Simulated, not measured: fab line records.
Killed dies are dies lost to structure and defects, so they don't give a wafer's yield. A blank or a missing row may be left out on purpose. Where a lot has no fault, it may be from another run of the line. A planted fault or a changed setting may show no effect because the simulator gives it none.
fab line records	flow sky130
[record] lots = 12	wafers = 36	last-day = 51
route steps=708 shown CONTACT@410 METAL4@632 PASSIVATION@681 PAD_OPEN@707
lots untouched by any fault: they come from a run of this same line in which no faults occurred
start-h: start of the lot's first displayed wafer, in hours after the record's first day	wait-h: hours from the lot's prior step to this one	" unchanged from the row above	L1.1+2: one row covering several wafers at once	- no value, or no start given	* or withheld: withheld	< > ~ a bound
route shown NAME@n: NAME is a module with steps in the file, n the number in the route of the first one	usual: mean/standard deviation of fault-free wafers	same: alike in all rows	chamber/n: place in a boat	sites: readings site by site	_std_site: how widely they spread, as a standard deviation	_edge_site: inner sites' mean taken away from outer sites' mean	radius-mm: how far each site lies from the wafer's centre	mask NAME#n: copy n	behind: tool/chamber where the wafer was last shaped	hold: the reason the lot was held/the length of the hold in hours/how it ended	device: the transistor (n, p or np) that didn't switch	end of line: the same wafers' tests at the end of the route	a step with no rows: only its recipe	killed: not the wafer's yield, but the dies lost to structure and defects at the first sort	map: per-die view of a wafer (x killed, . not killed, _ where there is no die)
set.NAME: setting as actually run; set.NAME@STEP: the setting as run at that earlier step	model.NAME: the simulator's own value behind a step, which no gauge read
route steps across a sampled set of lots; one table per step, one row per wafer
services: when a tool's chamber went out of use (start-h, in hours from the record's first day, below 0 if earlier), for how many hours, and the reason
[[steps]]
[step SKY_CONTACT_CMP_04]
[recipe] material = SiO2	down-force-psi = 4	platen-rpm = 60	pad-velocity-m-s = 0.94248
[usual] motor-current-A = 11.9/1.1	slurry-filter-dp-kPa = 13.51/0.14	slurry-flow-ml-min = 149.9/0.47	time-to-endpoint-s = 84/3.2
lot.wafer	tool	chamber	start-h	wait-h	motor-current-A	slurry-filter-dp-kPa	slurry-flow-ml-min	time-to-endpoint-s
L663.4	cmp-01	3	691.60	0.0	12.2	13.37	150.5	89
L663.3	"	0	"	"	12.3	13.74	149.9	86
L663.1	"	2	"	"	13.2	13.68	150.0	84
L664.1	cmp-01	2	705.38	0.1	13.9	13.49	149.3	83
L664.2	"	0	"	"	12.0	13.40	148.9	84
L664.5	"	2	"	"	13.6	13.49	149.6	81
L666.2	cmp-02	1	723.86	0.1	11.3	13.57	150.6	83
L666.1	"	2	"	"	11.5	13.61	150.0	86
L666.6	"	1	"	"	11.0	13.39	150.3	79
L667.2	cmp-01	0	734.48	0.1	11.4	13.58	148.9	82
L667.1	"	2	"	"	13.5	13.27	149.3	80
L667.5	"	3	"	"	12.2	13.46	150.6	85
L670.1	cmp-01	2	759.08	0.4	14.2	13.52	149.7	80
L670.3	"	0	"	"	12.5	13.73	149.3	83
L670.5	"	2	"	"	14.1	13.42	150.1	77
L671.2	cmp-01	3	762.08	0.2	11.7	13.34	149.7	90
L671.6	"	0	"	"	11.5	13.48	150.5	86
L671.5	"	1	"	"	9.9	13.68	150.2	86
L672.2	cmp-01	2	773.05	0.1	13.3	13.52	150.4	82
L672.4	"	3	"	"	11.9	13.56	149.8	88
L672.6	"	1	"	"	10.3	13.49	150.1	87
L673.2	cmp-02	2	778.86	0.1	13.3	13.42	150.3	82
L673.4	"	3	"	"	12.0	13.50	150.5	83
L673.6	"	0	"	"	11.4	13.21	150.2	76
L674.2	cmp-01	0	786.88	0.0	11.7	13.82	150.0	84
L674.3	"	2	"	"	14.3	13.52	149.4	79
L674.5	"	1	"	"	10.3	13.63	149.5	84
L681.3	cmp-01	0	859.24	0.1	11.6	13.34	150.1	88
L681.5	"	2	"	"	14.2	13.50	150.3	83
L681.6	"	3	"	"	12.1	13.72	150.5	89
L682.3	cmp-01	2	864.06	0.1	14.2	13.67	149.8	83
L682.4	"	3	"	"	11.6	13.51	150.1	88
L682.5	"	1	"	"	10.9	13.30	149.7	84
L686.4	cmp-02	3	919.52	0.1	11.9	13.30	149.6	82
L686.1	"	0	"	"	11.5	13.93	149.0	80
L686.2	"	1	"	"	11.0	13.54	149.5	88
[step SKY_METAL4_ETCH_16]
[recipe] chemistry = N2/H2	target = BARC	ion-energy-ev = 200	bias-w = 100	pressure-mtorr = 30	n2-flow-sccm = 100	h2-flow-sccm = 200	icp-w = 500	stop-on = SiO2	time-s = 88.2	target-depth-a = 600
[usual] bias-w = 100.0/0.32	drypump-motor-current-A = 5.6/0.52	h2-flow-sccm = 200.0/0.68	oes-product-au = 0.626/0.005	rf-fwd-power-W = 496.2/1.9	throttle-valve-pct = 13.205/0.0087
lot.wafer	tool	chamber	start-h	wait-h	bias-w	drypump-motor-current-A	h2-flow-sccm	oes-product-au	rf-fwd-power-W	rf-hours-counter-h	throttle-valve-pct
L663.1	rie-metal-02	1	966.49	0.0	100.0	4.9	200.1	0.626	499.6	1	13.198
L663.3	"	1	"	"	100.2	4.8	200.3	0.619	495.0	-	13.199
L663.4	"	0	"	"	100.3	6.2	199.5	0.624	500.7	-	13.196
L664.1	rie-metal-02	0	978.61	0.0	100.5	6.2	199.7	0.631	497.3	4	13.217
L664.2	"	1	"	"	99.9	4.8	199.1	0.628	497.3	2	13.205
L664.5	"	0	"	"	100.2	6.2	199.5	0.627	496.1	-	13.202
L666.1	rie-metal-04	0	995.86	0.0	99.7	5.5	200.0	0.636	493.5	11	13.203
L666.2	"	1	"	"	99.6	6.0	200.9	0.623	497.0	19	13.205
L666.6	"	0	"	"	99.2	5.6	199.0	0.635	495.3	-	13.192
L667.1	rie-metal-02	0	1003.86	0.0	100.0	6.2	199.8	0.627	498.7	5	13.200
L667.2	"	1	"	"	99.4	4.8	200.3	0.625	494.6	3	13.213
L667.5	"	1	"	"	99.5	4.9	200.4	0.624	496.8	-	13.198
L670.1	rie-metal-01	0	1025.26	0.0	100.3	6.0	199.0	0.629	495.0	21	13.202
L670.3	"	0	"	"	100.5	6.0	199.7	0.624	496.8	-	13.198
L670.5	"	0	"	"	100.3	6.0	199.3	0.624	495.5	-	13.192
L671.2	rie-metal-02	1	1026.04	0.0	100.0	4.9	198.6	0.621	496.8	4	13.208
L671.5	"	0	"	"	99.9	6.2	200.2	0.633	500.8	-	13.199
L671.6	"	1	"	"	100.1	4.9	199.6	0.619	496.6	-	13.212
L672.2	rie-metal-04	1	1036.01	0.0	100.1	6.0	199.0	0.632	494.2	21	13.211
L672.4	"	1	"	"	99.9	5.9	199.8	0.628	494.7	-	13.204
L672.6	"	1	"	"	100.1	5.9	199.1	0.626	492.9	-	13.206
L673.2	rie-metal-01	0	1041.84	0.0	100.1	6.0	200.9	0.632	498.4	22	13.200
L673.4	"	1	"	"	99.9	5.2	199.9	0.622	495.9	-	13.203
L673.6	"	0	"	"	99.9	6.0	200.5	0.622	496.2	-	13.198
L674.2	rie-metal-02	0	1047.61	0.0	99.8	6.2	199.9	0.625	497.5	8	13.204
L674.3	"	0	"	"	99.9	6.2	199.9	0.628	500.1	-	13.199
L674.5	"	1	"	"	100.0	4.9	199.1	0.624	496.4	-	13.203
L681.3	rie-metal-04	0	1104.39	0.1	100.1	5.6	200.1	0.624	492.7	-	13.206
L681.5	"	0	"	"	100.0	5.5	200.0	0.628	493.8	-	13.203
L681.6	"	1	"	"	99.6	5.9	201.0	0.626	497.4	-	13.197
L682.3	rie-metal-02	0	1107.84	0.0	100.2	6.2	199.5	0.622	498.1	-	13.211
L682.4	"	1	"	"	100.2	4.9	199.4	0.628	495.0	-	13.217
L682.5	"	1	"	"	100.1	4.9	201.2	0.628	495.9	-	13.189
L686.1	rie-metal-01	0	1149.51	0.0	99.7	6.0	199.7	0.622	495.0	6	13.212
L686.2	"	1	"	"	99.5	5.2	199.4	0.634	496.7	29	13.214
L686.4	"	0	"	"	99.7	6.0	199.5	0.622	495.3	-	13.198
[step SKY_PASSIVATION_CVD_00]
[recipe] material = SiO2	target-thk-nm = 90	temp-c = 400	time-s = withheld	rf-w = 600
[usual] heater-power-outer-w = 347/90	heater-power-w = 613/120	rf-fwd-power-W = 587/3.2
lot.wafer	tool	chamber	start-h	wait-h	heater-power-outer-w	heater-power-w	rf-fwd-power-W
L663.1	pecvd-03	2	1017.28	0.0	449	766	589
L663.3	"	1	"	"	358	614	581
L663.4	"	2	"	"	455	789	586
L664.1	pecvd-03	2	1028.20	0.0	499	846	591
L664.2	"	1	"	"	315	556	585
L664.5	"	2	"	"	492	824	588
L666.1	pecvd-03	1	1045.01	0.0	315	569	584
L666.2	"	0	"	"	258	511	591
L666.6	"	0	"	"	255	498	591
L667.1	pecvd-03	2	1052.86	0.0	487	831	589
L667.2	"	0	"	"	258	499	587
L667.5	"	0	"	"	259	504	590
L670.1	pecvd-04	1	1071.43	0.0	481	817	587
L670.3	"	1	"	"	361	666	585
L670.5	"	0	"	"	350	634	587
L671.2	pecvd-03	1	1072.33	0.0	323	564	585
L671.5	"	0	"	"	200	436	589
L671.6	"	1	"	"	324	572	585
L672.2	pecvd-04	0	1081.82	0.0	320	584	583
L672.4	"	0	"	"	321	584	587
L672.6	"	1	"	"	369	683	583
L673.2	pecvd-03	1	1087.53	0.0	292	522	586
L673.4	"	0	"	"	256	502	590
L673.6	"	1	"	"	295	527	585
L674.2	pecvd-03	1	1093.28	0.0	315	567	584
L674.3	"	1	"	"	314	565	586
L674.5	"	1	"	"	333	563	583
L681.3	pecvd-04	2	1145.69	0.0	266	522	587
L681.5	"	2	"	"	262	510	589
L681.6	"	1	"	"	363	684	585
L682.3	pecvd-04	1	1149.83	0.0	476	811	584
L682.4	"	1	"	"	473	799	581
L682.5	"	0	"	"	375	646	586
L686.1	pecvd-02	2	1186.46	0.0	503	781	590
L686.2	"	1	"	"	292	560	583
L686.4	"	1	"	"	293	534	586
[step SKY_PAD_OPEN_BOW_MEAS_13]
[recipe] mode = bow
[usual] PAD_OPEN_BOW = 45/9.9
lot.wafer	tool	chamber	start-h	wait-h	PAD_OPEN_BOW[um]
L663.1	film-metro-04	-	1063.84	-	57
L663.3	"	-	"	"	57
L663.4	"	-	"	"	51
L664.1	film-metro-01	-	1073.42	-	43
L664.2	"	-	"	"	44
L664.5	"	-	"	"	46
L666.1	film-metro-04	-	1088.87	-	42
L666.2	"	-	"	"	44
L666.6	"	-	"	"	38
L667.1	film-metro-04	-	1096.25	-	36
L667.2	"	-	"	"	48
L667.5	"	-	"	"	40
L670.1	film-metro-02	-	1114.62	-	61
L670.3	"	-	"	"	40
L670.5	"	-	"	"	51
L671.2	film-metro-01	-	1115.79	-	31
L671.5	"	-	"	"	46
L671.6	"	-	"	"	60
L672.2	film-metro-04	-	1125.46	-	34
L672.4	"	-	"	"	25
L672.6	"	-	"	"	30
L673.2	film-metro-01	-	1129.13	-	35
L673.4	"	-	"	"	27
L673.6	"	-	"	"	29
L674.2	film-metro-02	-	1135.10	-	42
L674.3	"	-	"	"	45
L674.5	"	-	"	"	48
L681.3	film-metro-02	-	1182.62	-	64
L681.5	"	-	"	"	55
L681.6	"	-	"	"	50
L682.3	film-metro-02	-	1186.56	-	47
L682.4	"	-	"	"	53
L682.5	"	-	"	"	43
L686.1	film-metro-04	-	1218.83	-	36
L686.2	"	-	"	"	45
L686.4	"	-	"	"	40
[step SKY_PAD_OPEN_PROBE_99]
[usual] killed_at_M0_to_M3 = 44/7.2	killed_at_M4_up = 3.1/1.7	killed-at-contacts = 24/5.2	killed-at-front-end = 15/4.1	killed-at-other = 0.3/0.61	killed-dies = 87/10	killed-on-rim = 17/3.8	killed-open = 48/7.5	killed-short = 39/6.6
[same] gross-dies = 492	killed-at-back-side = 0
lot.wafer	tool	chamber	start-h	wait-h	killed_at_M0_to_M3	killed_at_M4_up	killed-at-contacts	killed-at-front-end	killed-at-other	killed-dies	killed-on-rim	killed-open	killed-short
L674.2	prober-02	-	1135.25	0.1	42	9	24	12	0	87	21	48	38
L674.5	prober-02	-	1135.40	0.2	40	1	24	27	0	92	18	55	37
L681.3	prober-01	-	1182.80	0.2	57	5	15	10	0	87	22	50	36
L681.5	prober-01	-	1182.90	0.2	41	3	130	15	0	189	39	48	35
L681.6	prober-01	-	1182.95	0.2	46	8	24	12	0	90	19	43	45
L682.3	prober-02	-	1186.74	0.2	32	3	142	17	1	195	41	40	35
L682.4	prober-02	-	1186.79	0.2	41	1	14	13	1	70	13	39	31
L682.5	prober-02	-	1186.84	0.2	53	3	23	10	0	89	16	48	41
// killed by level:class
L674.2 LI_CONTACT:geometric-particle:open=9 VIA1:geometric-particle:open=9 CONTACT:geometric-particle:open=7 VIA3:geometric-particle:open=6 METAL1:geometric-particle:short=5 VIA1:geometric-particle:short=5 METAL2:geometric-particle:short=5 METAL4:geometric-particle:short=5
L674.5 VIA1:geometric-particle:open=15 FIELD_ISO:geometric-particle:open=13 LI_CONTACT:geometric-particle:open=8 CONTACT:geometric-particle:open=8 FIELD_ISO:geometric-particle:short=7 POLY_GATE:geometric-particle:short=6 METAL2:geometric-particle:short=5 VIA2:geometric-particle:open=4
L681.3 VIA1:geometric-particle:open=12 METAL2:geometric-particle:short=9 METAL1:geometric-particle:short=8 VIA3:geometric-particle:open=7 CONTACT:geometric-particle:open=5 METAL2:geometric-particle:open=5 LI_CONTACT:geometric-particle:open=4 VIA1:geometric-particle:short=4
L681.5 CONTACT:unspecified=105 CONTACT:geometric-particle:open=11 VIA1:geometric-particle:open=10 METAL2:geometric-particle:short=8 VIA3:geometric-particle:open=7 LI_CONTACT:geometric-particle:open=6 VIA2:geometric-particle:open=6 FIELD_ISO:geometric-particle:open=4
L681.6 CONTACT:geometric-particle:open=10 METAL2:geometric-particle:short=8 VIA1:geometric-particle:open=7 VIA2:geometric-particle:open=6 METAL3:geometric-particle:short=5 VIA3:geometric-particle:open=5 CONTACT:geometric-particle:short=4 METAL1:geometric-particle:short=4
L682.3 CONTACT:unspecified=118 CONTACT:geometric-particle:open=8 LI_CONTACT:geometric-particle:open=7 VIA3:geometric-particle:open=7 VIA1:geometric-particle:open=6 FIELD_ISO:geometric-particle:short=5 LI_CONTACT:geometric-particle:short=5 VIA1:geometric-particle:short=5
L682.4 VIA1:geometric-particle:open=10 METAL2:geometric-particle:short=6 FIELD_ISO:geometric-particle:open=5 METAL1:geometric-particle:short=5 VIA3:geometric-particle:open=5 VIA2:geometric-particle:short=4 CONTACT:geometric-particle:open=4 VIA2:geometric-particle:open=4
L682.5 CONTACT:geometric-particle:open=11 VIA1:geometric-particle:open=11 VIA1:geometric-particle:short=10 VIA2:geometric-particle:open=9 VIA2:geometric-particle:short=6 METAL2:geometric-particle:short=5 LI_CONTACT:geometric-particle:open=5 CONTACT:geometric-particle:short=5
[[services]]
tool	chamber	start-h	hours	kind
cmp-01	-	700.89	0.3	repair
pecvd-03	-	718.97	0.7	repair
cmp-01	-	740.41	0.6	repair
cmp-01	-	744.11	0.8	repair
pecvd-04	-	755.30	1.0	repair
pecvd-04	0	766.16	4.1	repair
pecvd-04	-	770.69	2.5	repair
cmp-01	-	843.13	0.5	repair
cmp-01	-	906.92	6.5	repair
cmp-01	-	913.43	4.0	pm
pecvd-03	1	924.44	3.8	repair
cmp-01	-	955.08	1.2	repair
cmp-01	-	966.97	1.0	repair
pecvd-03	1	972.96	5.5	repair
cmp-01	-	1002.27	7.2	pm
pecvd-04	2	1012.60	6.6	repair
cmp-01	-	1037.00	1.1	repair
pecvd-04	-	1074.51	1.5	repair
pecvd-03	0	1091.09	5.0	repair
pecvd-04	-	1119.20	6.0	pm
pecvd-04	0	1131.43	5.2	repair
cmp-01	-	1153.85	1.0	repair
rie-metal-02	-	1173.08	14.6	pm
cmp-01	-	1174.09	5.9	pm
[[key]]
[first-sign] step = SKY_PAD_OPEN_PROBE_99	reading = killed-at-contacts	direction = up	sigmas = 22	usual = 24	struck = 136
[effect] step = SKY_PAD_OPEN_PROBE_99	reading = killed-dies	direction = up	sigmas = 10	usual = 87	struck = 192
met-at SKY_CONTACT_CMP_04
struck-lots L681,L682
struck-wafers L681.5,L682.3
tester-left-out L681,L682
not-acting-at SKY_METAL4_ETCH_16,SKY_PASSIVATION_CVD_00,SKY_PAD_OPEN_BOW_MEAS_13
onset-between 786.88 859.24
[fault] kind = chamber-particle-source	tool = cmp-01	chamber = 2	onset-h = 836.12	steps = SKY_CONTACT_CMP_04	rate-per-visit-cm2 = 0.58738	end-h = 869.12
// tester-left-out: of these lots the tester's yield and bins aren't shown, on N5 and GAA mostly nor the transistor test; their killed dies are dies lost to structure and defects alone, not to doping, threshold or leakage, so they don't give the yield
